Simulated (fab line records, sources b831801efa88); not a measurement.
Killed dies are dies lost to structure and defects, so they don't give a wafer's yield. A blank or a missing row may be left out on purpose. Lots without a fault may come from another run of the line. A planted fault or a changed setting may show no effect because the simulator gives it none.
fab line records | flow sky130 | part 1 of 2: steps 1 to 25 of 36
record lots=5 wafers=15 last_day=51
route steps=708 shown FIELD_ISO@14 NWELL@32 DNWELL@35 PWDE@45
lots that met no fault: from a run of the same line without faults
start_h: hours from the record's first day to the start of the lot's first wafer shown | wait_h: hours since the lot's step before | " the same as in the row above | L1.1+2: a row that stands for several wafers | - no value, or no start given | * or withheld: withheld | < > ~ a bound
route shown NAME@n: a module of which the file shows steps, and the number in the route of the first | usual: mean/standard deviation of fault-free wafers | same: alike in all rows | chamber/n: place in a boat | sites: the reading at each site | _std_site: their standard deviation | _edge_site: outer sites' mean less inner sites' | radius_mm: how far each site lies from the wafer's centre | mask NAME#n: copy n | behind: the tool/chamber that last shaped the wafer | hold: why the lot was held/for how many hours/how that ended | device: the transistor (n, p or np) that didn't switch | end of line: the same wafers' tests at the end of the route | a step without rows: its recipe alone | killed: dies lost to structure and defects at the first sort, not the wafer's yield | map: a wafer's dies, x killed, . not, _ none there
set.NAME: the setting as run; set.NAME@STEP: as run at that earlier step | model.NAME: the simulator's own value behind a step, which no gauge read
lots at some steps of the route; a table a step, a row a wafer
services: from which hour (start_h, from the record's first day; less than 0 if before it) a tool's chamber was out of use, for how many hours, and why
## steps
# step SKY_FIELD_ISO_CD_MEAS_13
# recipe target_cd_nm=150
# usual cd_nm=150.9/1.3
# columns lot.wafer tool chamber start_h wait_h cd_nm
L076.1 cd_sem-02 - 39.18 - 149.7
L076.3 " - " " 149.7
L076.4 " - " " 148.7
L079.2 cd_sem-02 - 54.80 - 152.3
L079.4 " - " " 150.7
L079.6 " - " " 151.7
L080.2 cd_sem-01 - 62.20 - 150.8
L080.3 " - " " 151.2
L080.5 " - " " 151.1
L084.1 cd_sem-02 - 80.07 - 149.9
L084.2 " - " " 150.5
L084.3 " - " " 150.3
L093.3 cd_sem-02 - 129.33 - 150.4
L093.4 " - " " 150.8
L093.5 " - " " 150.6
# step SKY_FIELD_ISO_ETCH_14
# recipe chemistry=N2/H2 target=BARC ion_energy_ev=200 source_w=500 bias_w=100 pressure_mtorr=30 n2_flow_sccm=100 h2_flow_sccm=200 stop_on=SiO2 time_s=45.9 target_depth_a=600
# usual drypump_motor_current_A=5.6/0.43 oes_product_au=0.855/0.0047 throttle_valve_pct=13.224/0.0098
# columns lot.wafer tool chamber start_h wait_h drypump_motor_current_A oes_product_au rf_hours_counter_h throttle_valve_pct
L076.1 rie_diel-03 3 39.30 0.1 5.7 0.849 146 13.211
L076.3 " 0 " " 5.5 0.861 175 13.215
L076.4 " 2 " " 5.7 0.847 36 13.218
L079.2 rie_diel-04 2 54.90 0.1 5.8 0.848 161 13.244
L079.4 " 0 " " 5.5 0.843 119 13.207
L079.6 " 0 " " 5.5 0.858 - 13.231
L080.2 rie_diel-03 3 62.30 0.1 5.7 0.856 147 13.235
L080.3 " 2 " " 5.7 0.853 36 13.237
L080.5 " 3 " " 5.7 0.856 - 13.210
L084.1 rie_diel-03 0 80.19 0.1 5.5 0.861 0 13.219
L084.2 " 2 " " 5.7 0.854 37 13.232
L084.3 " 1 " " 4.7 0.860 106 13.240
L093.3 rie_diel-03 2 129.41 0.1 5.7 0.853 38 13.227
L093.4 " 1 " " 4.7 0.856 107 13.220
L093.5 " 1 " " 4.7 0.860 - 13.225
# step SKY_FIELD_ISO_ETCH_15
# recipe chemistry=CHF3/O2 target_depth_nm=180 stop_on=Si source_w=600 bias_w=200 pressure_mtorr=40 chf3_flow_sccm=50 O2_flow_sccm=5 time_s=72
# usual O2_flow_sccm=4.999/0.015 drypump_motor_current_A=5.6/0.43 oes_product_au=0.949/0.0072 throttle_valve_pct=8.846/0.01
# columns lot.wafer tool chamber start_h wait_h O2_flow_sccm drypump_motor_current_A oes_product_au rf_hours_counter_h throttle_valve_pct
L076.1 rie_diel-03 3 39.34 0.0 4.976 5.7 0.948 146 8.825
L076.3 " 0 " " 4.993 5.5 0.949 175 8.837
L076.4 " 2 " " 5.011 5.7 0.949 36 8.851
L079.2 rie_diel-04 2 54.94 0.0 5.021 5.8 0.939 161 8.847
L079.4 " 0 " " 5.017 5.5 0.946 119 8.850
L079.6 " 0 " " 5.004 5.5 0.946 - 8.829
L080.2 rie_diel-03 3 62.34 0.0 5.011 5.7 0.948 147 8.854
L080.3 " 2 " " 5.009 5.7 0.951 36 8.854
L080.5 " 3 " " 5.006 5.7 0.952 - 8.847
L084.1 rie_diel-03 0 80.23 0.0 5.012 5.5 0.929 0 8.829
L084.2 " 2 " " 5.015 5.7 0.935 37 8.846
L084.3 " 1 " " 4.992 4.7 0.941 106 8.854
L093.3 rie_diel-03 2 129.45 0.0 4.985 5.7 0.954 38 8.859
L093.4 " 1 " " 5.025 4.7 0.950 107 8.859
L093.5 " 1 " " 4.993 4.7 0.955 - 8.849
# step SKY_FIELD_ISO_STRIP_16
# recipe chemistry=O2/N2 power_w=1400 pressure_mtorr=1500 platen_temp_c=withheld o2_flow_sccm=3000 n2_flow_sccm=300 overash_fraction=0.5
# usual drypump_motor_current_A=5.5/0.42 oes_product_au=0.378/0.0048 strip_time_to_endpoint_s=3.55/0.037
# columns lot.wafer tool chamber start_h wait_h drypump_motor_current_A oes_product_au rf_hours_counter_h strip_time_to_endpoint_s
L076.1 plasma_asher-03 1 39.40 0.0 5.5 0.376 23 3.53
L076.3 " 0 " " 5.9 0.370 - 3.61
L076.4 " 1 " " 5.5 0.377 - 3.53
L079.2 plasma_asher-02 0 55.00 0.0 5.6 0.381 34 3.55
L079.4 " 0 " " 5.6 0.376 - 3.58
L079.6 " 0 " " 5.6 0.376 - 3.57
L080.2 plasma_asher-02 1 62.40 0.0 5.3 0.382 35 3.51
L080.3 " 0 " " 5.6 0.376 - 3.55
L080.5 " 1 " " 5.3 0.374 - 3.51
L084.1 plasma_asher-01 0 80.29 0.0 4.7 0.378 41 3.60
L084.2 " 1 " " 5.9 0.378 41 3.51
L084.3 " 0 " " 4.7 0.382 - 3.56
L093.3 plasma_asher-01 0 129.54 0.1 4.7 0.378 - 3.52
L093.4 " 1 " " 5.9 0.372 - 3.57
L093.5 " 0 " " 4.8 0.377 - 3.57
# step SKY_FIELD_ISO_ETCH_17
# recipe target_depth_a=3420 mask_material=Si3N4 chemistry=HBr/Cl2/O2 target=Si taper_deg=5 icp_w=600 bias_w=150 pressure_mtorr=15 HBr_flow_sccm=150 Cl2_flow_sccm=40 O2_flow_sccm=6 time_s=97.7
# usual O2_flow_sccm=5.998/0.017 drypump_motor_current_A=5.66/0.29 oes_product_au=1.007/0.0084 throttle_valve_pct=25.652/0.01
# columns lot.wafer tool chamber start_h wait_h O2_flow_sccm drypump_motor_current_A oes_product_au rf_hours_counter_h throttle_valve_pct
L076.1 rie_si-02 0 39.50 0.1 5.970 5.63 1.019 2 25.640
L076.3 " 2 " " 6.003 5.33 1.004 1 25.653
L076.4 " 1 " " 6.011 5.46 0.996 1 25.663
L079.2 rie_si-01 1 55.10 0.1 6.008 5.59 1.013 74 25.654
L079.4 " 3 " " 6.002 6.19 1.013 - 25.658
L079.6 " 2 " " 5.992 5.78 1.014 - 25.646
L080.2 rie_si-02 3 62.50 0.1 5.994 5.84 1.012 102 25.649
L080.3 " 2 " " 6.025 5.35 1.005 1 25.658
L080.5 " 3 " " 5.997 5.82 1.008 - 25.654
L084.1 rie_si-02 1 80.39 0.1 6.006 5.46 1.000 1 25.663
L084.2 " 3 " " 5.985 5.78 1.015 102 25.655
L084.3 " 0 " " 5.998 5.63 1.015 2 25.638
L093.3 rie_si-01 2 129.61 0.0 6.018 5.76 1.009 1 25.638
L093.4 " 1 " " 5.987 5.62 1.008 75 25.646
L093.5 " 2 " " 6.011 5.79 1.013 - 25.636
# step SKY_FIELD_ISO_WET_ETCH_18
# recipe chemistry=H3PO4 target_depth_nm=25 temp_c=160 target=Si3N4 time_s=286
# columns lot.wafer tool chamber start_h wait_h
L076.1+3+4 wet_bench-01 2 39.57 0.0
L079.2+4+6 wet_bench-01 2 55.17 0.0
L080.2+3+5 wet_bench-03 2 62.57 0.0
L084.1+2+3 wet_bench-01 0 80.46 0.0
L093.3+4+5 wet_bench-01 2 129.68 0.0
# step SKY_FIELD_ISO_CLEAN_19
# recipe chemistry=SC1/SC2 mix=1:4:20 temp_c=70 time_s=150
# columns lot.wafer tool chamber start_h wait_h
L076.1+3+4 wet_bench-02 2 39.66 0.0
L079.2+4+6 wet_bench-03 0 55.26 0.0
L080.2+3+5 wet_bench-02 0 62.67 0.0
L084.1+2+3 wet_bench-02 0 80.55 0.0
L093.3+4+5 wet_bench-03 2 129.76 0.0
# step SKY_FIELD_ISO_CLEAN_20
# recipe chemistry=dHF time_s=20 dilution=100:1
# columns lot.wafer tool chamber start_h wait_h
L076.1+3+4 wet_bench-03 3 39.71 0.0
L079.2+4+6 wet_bench-01 2 55.36 0.0
L080.2+3+5 wet_bench-03 0 62.72 0.0
L084.1+2+3 wet_bench-03 1 80.60 0.0
L093.3+4+5 wet_bench-02 1 129.81 0.0
# step SKY_FIELD_ISO_WET_ETCH_21
# recipe chemistry=dHF dilution=100:1 target_depth_nm=20 dry=ipa_marangoni target=SiO2 temp_c=25 time_s=400
# columns lot.wafer tool chamber start_h wait_h
L076.1+3+4 wet_bench-01 1 39.74 0.0
L079.2+4+6 wet_bench-03 1 55.37 0.0
L080.2+3+5 wet_bench-01 0 62.73 0.0
L084.1+2+3 wet_bench-01 3 80.61 0.0
L093.3+4+5 wet_bench-01 1 129.83 0.0
# step SKY_FIELD_ISO_OXIDATION_22
# recipe temp_c=950 ambient=O2 stabilise_s=600 purge_s=300 target_thk_a=100 ox_time_s=623
# usual spike_tc_centre_C=952.4/1.1 tube_center_temp_C=950.01/0.09 zone_power_top_pct=35.5/2.1 zone_power_upper_pct=20.9/0.59
# columns lot.wafer tool chamber start_h wait_h spike_tc_centre_C tube_center_temp_C zone_power_top_pct zone_power_upper_pct
L076.1 furnace-02 0 42.06 2.2 952.2 949.96 33.5 21.6
L076.3 " 0 " " 952.3 950.21 34.1 21.7
L076.4 " 0 " " 952.4 950.02 33.6 21.1
L079.2 furnace-01 0 56.63 1.0 952.1 949.92 37.1 20.3
L079.4 " 0 " " 953.8 950.1 37.5 20.6
L079.6 " 0 " " 953.2 950.13 37.7 20.6
L080.2 furnace-01 0 63.21 0.4 953.3 950.01 37.5 20.3
L080.3 " 0 " " 954.2 949.97 37.9 20.1
L080.5 " 0 " " 953.1 949.97 37.7 20.2
L084.1 furnace-02 0 84.25 3.5 951.0 949.93 34.0 21.4
L084.2 " 0 " " 952.2 949.82 33.4 21.6
L084.3 " 0 " " 951.6 949.8 33.5 21.7
L093.3 furnace-02 0 129.95 0.0 952.2 950.07 33.6 21.4
L093.4 " 0 " " 952.6 949.96 33.8 21.7
L093.5 " 0 " " 950.8 949.94 33.7 21.2
# step SKY_FIELD_ISO_THK_MEAS_23
# recipe reads=SiO2_of_FIELD_ISO_OXIDATION_22
# usual FIELD_ISO_OXIDATION_01_THK=10.03/0.24
# columns lot.wafer tool chamber start_h wait_h FIELD_ISO_OXIDATION_01_THK[nm]
L076.1 film_metro-02 - 43.24 0.0 9.92
L076.3 " - " " 9.89
L076.4 " - " " 10.02
L079.2 film_metro-02 - 57.81 0.0 10.19
L079.4 " - " " 10.35
L079.6 " - " " 10.27
L080.2 film_metro-04 - 64.40 0.0 9.97
L080.3 " - " " 9.88
L080.5 " - " " 10.07
L084.1 film_metro-01 - 85.42 0.0 9.92
L084.2 " - " " 9.86
L084.3 " - " " 9.95
L093.3 film_metro-01 - 131.14 0.0 9.68
L093.4 " - " " 9.90
L093.5 " - " " 9.69
# step SKY_FIELD_ISO_CVD_24
# recipe material=SiO2 target_thk_nm=595 temp_c=650 sigma_open_frac=0.3 time_s=99.2 sih4_flow_sccm=60 pressure_mtorr=6
# columns lot.wafer tool chamber start_h wait_h
L076.1+3+4 hdpcvd-02 2,0,1 43.30 0.1
L079.2+4+6 hdpcvd-02 1,2,0 57.87 0.0
L080.2+3+5 hdpcvd-02 1,0,1 64.45 0.0
L084.1+2+3 hdpcvd-02 2,1,0 85.48 0.1
L093.3+4+5 hdpcvd-02 1,2,1 131.18 0.0
# step SKY_FIELD_ISO_THK_MEAS_25
# recipe reads=SiO2_of_FIELD_ISO_CVD_24
# usual FIELD_ISO_CVD_24_THK=594/6.3
# columns lot.wafer tool chamber start_h wait_h FIELD_ISO_CVD_24_THK[nm]
L076.1 film_metro-04 - 43.37 0.0 586
L076.3 " - " " 596
L076.4 " - " " 599
L079.2 film_metro-01 - 57.95 0.0 593
L079.4 " - " " 596
L079.6 " - " " 595
L080.2 film_metro-01 - 64.53 0.0 596
L080.3 " - " " 600
L080.5 " - " " 598
L084.1 film_metro-02 - 85.55 0.0 591
L084.2 " - " " 599
L084.3 " - " " 599
L093.3 film_metro-02 - 131.27 0.1 597
L093.4 " - " " 592
L093.5 " - " " 601
# step SKY_FIELD_ISO_ANNEAL_26
# recipe temp_c=1000 time_s=1800 ambient=N2
# usual spike_tc_centre_C=1002.4/1 tube_center_temp_C=1000/0.084 zone_power_top_pct=38.9/2.2 zone_power_upper_pct=23.4/0.64
# columns lot.wafer tool chamber start_h wait_h spike_tc_centre_C tube_center_temp_C zone_power_top_pct zone_power_upper_pct
L076.1 furnace-01 0 44.49 1.1 1002.0 1000.1 41.2 22.5
L076.3 " 0 " " 1004.5 1000 40.9 22.3
L076.4 " 0 " " 1004.1 1000 40.5 22.9
L079.2 furnace-01 0 58.00 0.0 1002.6 999.9 41.6 22.8
L079.4 " 0 " " 1001.8 999.95 40.9 23.0
L079.6 " 0 " " 1001.9 1000 40.6 22.8
L080.2 furnace-01 0 65.73 1.2 1002.4 999.95 40.6 22.7
L080.3 " 0 " " 1004.1 1000.1 40.7 22.8
L080.5 " 0 " " 1003.3 1000.1 41.1 22.5
L084.1 furnace-01 0 90.23 4.7 1002.6 1000.1 41.2 22.7
L084.2 " 0 " " 1003.1 1000 40.6 23.0
L084.3 " 0 " " 1003.8 1000.1 40.2 22.7
L093.3 furnace-02 0 131.31 0.0 1001.6 999.86 36.5 24.3
L093.4 " 0 " " 1002.3 999.99 36.6 24.0
L093.5 " 0 " " 1002.3 999.96 36.0 23.6
# step SKY_FIELD_ISO_CMP_27
# recipe stop_on=Si3N4 t_overpolish_s=16 down_force_psi=4 platen_rpm=60 target_thk_nm=457.8 pad_velocity_m_s=0.94248
# usual motor_current_A=12.1/1.7 overpolish_run_s=16.002/0.0082 time_to_endpoint_s=111/4.4
# columns lot.wafer tool chamber start_h wait_h motor_current_A overpolish_run_s time_to_endpoint_s
L076.1 cmp-02 0 45.99 0.0 11.5 16.014 112
L076.3 " 1 " " 11.2 15.995 119
L076.4 " 3 " " 9.7 15.982 114
L079.2 cmp-02 3 59.55 0.1 9.5 15.990 112
L079.4 " 1 " " 10.9 16.000 116
L079.6 " 3 " " 9.5 16.004 113
L080.3 cmp-01 2 67.23 0.0 13.3 16.018 106
L080.2 " 1 " " 12.2 16.000 109
L080.5 " 3 " " 13.5 15.998 113
L084.3 cmp-01 1 91.73 0.0 12.4 16.006 106
L084.2 " 3 " " 14.0 16.001 110
L084.1 " 0 " " 11.4 16.010 111
L093.3 cmp-02 1 132.81 0.0 11.7 16.001 117
L093.4 " 2 " " 15.5 16.001 115
L093.5 " 1 " " 10.7 16.010 117
# step SKY_FIELD_ISO_WET_ETCH_28
# recipe chemistry=dHF target_depth_nm=23.7 target=SiO2 dilution=10:1 temp_c=25 time_s=47
# columns lot.wafer tool chamber start_h wait_h
L076.1+3+4 wet_bench-01 0 46.29 0.2
L079.2+4+6 wet_bench-03 1 59.80 0.2
L080.2+3+5 wet_bench-03 2 67.53 0.1
L084.1+2+3 wet_bench-03 1 92.03 0.1
L093.3+4+5 wet_bench-03 1 133.11 0.2
# step SKY_FIELD_ISO_WET_ETCH_29
# recipe chemistry=H3PO4 target_depth_nm=160 target=Si3N4 temp_c=160 time_s=1825
# columns lot.wafer tool chamber start_h wait_h
L076.1+3+4 wet_bench-02 2 46.31 0.0
L079.2+4+6 wet_bench-02 0 59.82 0.0
L080.2+3+5 wet_bench-02 0 67.56 0.0
L084.1+2+3 wet_bench-02 3 92.05 0.0
L093.3+4+5 wet_bench-02 0 133.13 0.0
# step SKY_FIELD_ISO_WET_ETCH_30
# recipe chemistry=dHF target_depth_nm=25 target=SiO2 dilution=10:1 temp_c=25 time_s=50
# columns lot.wafer tool chamber start_h wait_h
L076.1+3+4 wet_bench-03 1 46.83 0.0
L079.2+4+6 wet_bench-03 2 60.34 0.0
L080.2+3+5 wet_bench-01 3 68.07 0.0
L084.1+2+3 wet_bench-01 0 92.61 0.0
L093.3+4+5 wet_bench-03 0 133.70 0.0
# step SKY_NWELL_CLEAN_00
# recipe chemistry=SC1/SC2 mix=1:4:20 temp_c=70 time_s=150 dry=n2_spin
# columns lot.wafer tool chamber start_h wait_h
L076.1+3+4 wet_bench-01 2 46.85 0.0
L079.2+4+6 wet_bench-02 0 60.36 0.0
L080.2+3+5 wet_bench-03 0 68.10 0.0
L084.1+2+3 wet_bench-03 3 92.64 0.0
L093.3+4+5 wet_bench-02 2 133.72 0.0
# step SKY_NWELL_OXIDATION_01
# recipe temp_c=900 ambient=O2 stabilise_s=600 purge_s=300 target_thk_a=100 ox_time_s=1418
# usual spike_tc_centre_C=902.5/1.2 tube_center_temp_C=900/0.079 zone_power_top_pct=32.5/1.9 zone_power_upper_pct=18.4/0.49
# columns lot.wafer tool chamber start_h wait_h spike_tc_centre_C tube_center_temp_C zone_power_top_pct zone_power_upper_pct
L076.1 furnace-02 0 47.66 0.8 903.4 900.01 30.1 18.8
L076.3 " 0 " " 902.2 899.93 30.7 19.3
L076.4 " 0 " " 902.4 899.93 31.0 18.9
L079.2 furnace-01 0 60.41 0.0 902.6 900.08 33.9 18.2
L079.4 " 0 " " 902.9 900.05 33.7 17.8
L079.6 " 0 " " 902.3 900.03 34.5 17.9
L080.2 furnace-01 0 68.74 0.6 902.4 899.91 34.3 18.2
L080.3 " 0 " " 901.5 899.95 34.3 17.9
L080.5 " 0 " " 904.1 899.95 34.6 18.1
L084.1 furnace-01 0 96.02 3.3 903.3 900.06 34.3 18.4
L084.2 " 0 " " 903.4 900.01 34.5 17.9
L084.3 " 0 " " 902.0 900.08 34.4 18.2
L093.3 furnace-02 0 133.77 0.0 903.0 899.98 30.6 19.1
L093.4 " 0 " " 901.9 900.04 30.6 19.1
L093.5 " 0 " " 900.2 900.07 30.9 19.1
# step SKY_NWELL_THK_MEAS_02
# recipe reads=SiO2_of_NWELL_OXIDATION_01
# usual NWELL_OXIDATION_THK=10.03/0.18
# columns lot.wafer tool chamber start_h wait_h NWELL_OXIDATION_THK[nm]
L076.1 film_metro-04 - 49.06 0.0 10.02
L076.3 " - " " 9.95
L076.4 " - " " 10.09
L079.2 film_metro-04 - 61.81 0.0 10.22
L079.4 " - " " 10.12
L079.6 " - " " 10.28
L080.2 film_metro-04 - 70.15 0.0 10.20
L080.3 " - " " 10.11
L080.5 " - " " 10.16
L084.1 film_metro-04 - 97.42 0.0 10.19
L084.2 " - " " 9.95
L084.3 " - " " 10.04
L093.3 film_metro-01 - 135.19 0.0 9.96
L093.4 " - " " 9.98
L093.5 " - " " 10.16
# step SKY_DNWELL_DEHYDRATE_00
# recipe temp_c=200 time_s=60
# usual heater_power_total_W=160.40/0.13
# columns lot.wafer tool chamber start_h wait_h heater_power_total_W
L076.1 litho_track-02 0 57.09 8.0 160.56
L076.3 " 0 " " 160.22
L076.4 " 0 " " 160.43
L079.2 litho_track-01 0 69.81 8.0 160.58
L079.4 " 0 " " 160.41
L079.6 " 0 " " 160.28
L080.2 litho_track-01 0 77.56 7.4 160.59
L080.3 " 0 " " 160.42
L080.5 " 0 " " 160.44
L084.1 litho_track-04 0 105.23 7.8 160.18
L084.2 " 0 " " 160.47
L084.3 " 0 " " 160.48
L093.3 litho_track-02 0 144.79 9.6 160.18
L093.4 " 0 " " 160.15
L093.5 " 0 " " 160.39
# step SKY_DNWELL_HMDS_01
# recipe prime_time_s=60 prime_temp_c=120
# columns lot.wafer tool chamber start_h wait_h
L076.1+3+4 litho_track-02 0 57.24 0.1
L079.2+4+6 litho_track-01 0 69.96 0.1
L080.2+3+5 litho_track-01 0 77.71 0.1
L084.1+2+3 litho_track-04 0 105.38 0.1
L093.3+4+5 litho_track-02 0 144.94 0.1
# step SKY_DNWELL_COAT_02
# recipe spin_rpm=2000 resist_thk_nm=3000
# columns lot.wafer tool chamber start_h wait_h
L076.1+3+4 litho_track-02 0 57.39 0.1
L079.2+4+6 litho_track-01 0 70.11 0.1
L080.2+3+5 litho_track-01 0 77.86 0.1
L084.1+2+3 litho_track-04 0 105.53 0.1
L093.3+4+5 litho_track-02 0 145.09 0.1
# step SKY_DNWELL_SOFTBAKE_03
# recipe temp_c=110 time_s=withheld
# usual heater_power_total_W=65.31/0.14
# columns lot.wafer tool chamber start_h wait_h heater_power_total_W
L076.1 litho_track-02 0 57.54 0.1 65.15
L076.3 " 0 " " 65.40
L076.4 " 0 " " 65.20
L079.2 litho_track-01 0 70.27 0.1 65.20
L079.4 " 0 " " 65.38
L079.6 " 0 " " 65.12
L080.2 litho_track-01 0 78.02 0.1 65.41
L080.3 " 0 " " 65.15
L080.5 " 0 " " 65.12
L084.1 litho_track-04 0 105.68 0.1 65.59
L084.2 " 0 " " 65.20
L084.3 " 0 " " 65.17
L093.3 litho_track-02 0 145.25 0.1 65.53
L093.4 " 0 " " 65.26
L093.5 " 0 " " 65.16
